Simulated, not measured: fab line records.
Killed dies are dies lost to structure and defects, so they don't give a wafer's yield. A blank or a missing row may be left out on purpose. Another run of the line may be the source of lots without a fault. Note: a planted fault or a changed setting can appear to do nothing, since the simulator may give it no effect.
What tool caused it? | flow sky130 | 11 lots with 33 wafers sampled at 3 steps, on a route of 708 steps

## WHAT THE GAUGES READ, wafer by wafer
SKY_METAL1_RS_MEAS_05: a four-point-probe measurement.
lot  | measured     | on            | METAL1_ALCU_RS (ohm/sq)
L143 | day 31 14:31 | film metro-03 | 0.1246 0.1247 0.1259
L144 | day 31 19:04 | film metro-02 | 0.1243 0.1246 0.1253
L146 | day 32 22:51 | film metro-02 | 0.1275 0.1259 0.1278
L153 | day 35 01:28 | film metro-02 | 0.1267 0.1273 0.1291
L154 | day 35 13:47 | film metro-02 | 0.1294 0.1282 0.1278
L157 | day 36 01:47 | film metro-03 | 0.1280 0.1275 0.1277
L160 | day 37 05:47 | film metro-02 | 0.1272 0.1279 0.1270
L162 | day 37 19:01 | film metro-03 | 0.1264 0.1271 0.1276
L164 | day 38 06:23 | film metro-02 | 0.1278 0.1278 0.1274
L165 | day 38 15:11 | film metro-03 | 0.1251 0.1255 0.1261
L166 | day 38 20:03 | film metro-03 | 0.1226 0.1248 0.1245

SKY_METAL1_OVL_MEAS_16.
lot  | measured     | on         | METAL1_OVL (nm)
L143 | day 32 18:14 | overlay-02 | -11 -6 -13
L144 | day 32 22:42 | overlay-02 | 0 3 1
L146 | day 34 01:31 | overlay-02 | -11 -6 -6
L153 | day 36 03:54 | overlay-02 | -1 -1 -3
L154 | day 36 16:42 | overlay-02 | 0 -3 2
L157 | day 37 05:13 | overlay-02 | -10 -18 -6
L160 | day 38 07:45 | overlay-02 | -3 -1 1
L162 | day 38 20:47 | overlay-02 | 1 -3 2
L164 | day 39 06:58 | overlay-02 | -8 -12 -12
L165 | day 39 14:40 | overlay-01 | 2 4 1
L166 | day 39 20:26 | overlay-01 | -5 -8 -10

## WHAT TOOL EACH LOT RAN ON (gives the tool, then ch and the chambers of the sampled wafers, and finally the start)
lot  | SKY_METAL1_SPUTTER_00
L143 | pvd sputter-02, day 31 14:23
L144 | pvd sputter-02, day 31 18:54
L146 | pvd sputter-02, day 32 22:41
L153 | pvd sputter-04, day 35 01:19
L154 | pvd sputter-01, day 35 13:36
L157 | pvd sputter-01, day 36 01:37
L160 | pvd sputter-04, day 37 05:36
L162 | pvd sputter-01, day 37 18:51
L164 | pvd sputter-04, day 38 06:12
L165 | pvd sputter-02, day 38 15:02
L166 | pvd sputter-02, day 38 19:55
- SKY_METAL1_SPUTTER_00: material Ti, target thk 15 nm, time 10 s.

## WHAT THE TOOLS THEMSELVES READ (means of the sampled wafers that have a number; where no wafer has one, the mark that the record gives instead)
SKY_METAL1_SPUTTER_00.
lot  | tool           | throttle valve pct (%)
L143 | pvd sputter-02 | 30.3
L144 | pvd sputter-02 | 29.9
L146 | pvd sputter-02 | 29.8
L153 | pvd sputter-04 | 30.6
L154 | pvd sputter-01 | 30.8
L157 | pvd sputter-01 | 30.5
L160 | pvd sputter-04 | 29.6
L162 | pvd sputter-01 | 30.8
L164 | pvd sputter-04 | 29.8
L165 | pvd sputter-02 | 29.2
L166 | pvd sputter-02 | 29.8

## THE ANSWER, worked out from the rows above alone
Rule: usual is defined by the lots themselves. The widest of any qualifying gaps counts: lots, ordered by their means at a reading, are off when they make up no more than a third of the lots, leave a main group of 4 or more, and stand apart from it by 3 or more times the standard deviation of that group's means. A main group whose means are all the same, to the digits that the tables above print for the reading, isn't used. Also off: a lot with no number at a reading for which 4 or more lots have one. Where the step has rows for the other lots, those lots are counted as sound. First the gauges in route order, then the tools' own readings, where a lot's mean is used as printed above. At the first step where some lot is off, the reading lying furthest off is the one used; lots without a number count as furthest.
No lot is off on any of the readings shown, so nothing can be concluded from this.

## WHAT WAS PUT IN BY THE SIMULATOR
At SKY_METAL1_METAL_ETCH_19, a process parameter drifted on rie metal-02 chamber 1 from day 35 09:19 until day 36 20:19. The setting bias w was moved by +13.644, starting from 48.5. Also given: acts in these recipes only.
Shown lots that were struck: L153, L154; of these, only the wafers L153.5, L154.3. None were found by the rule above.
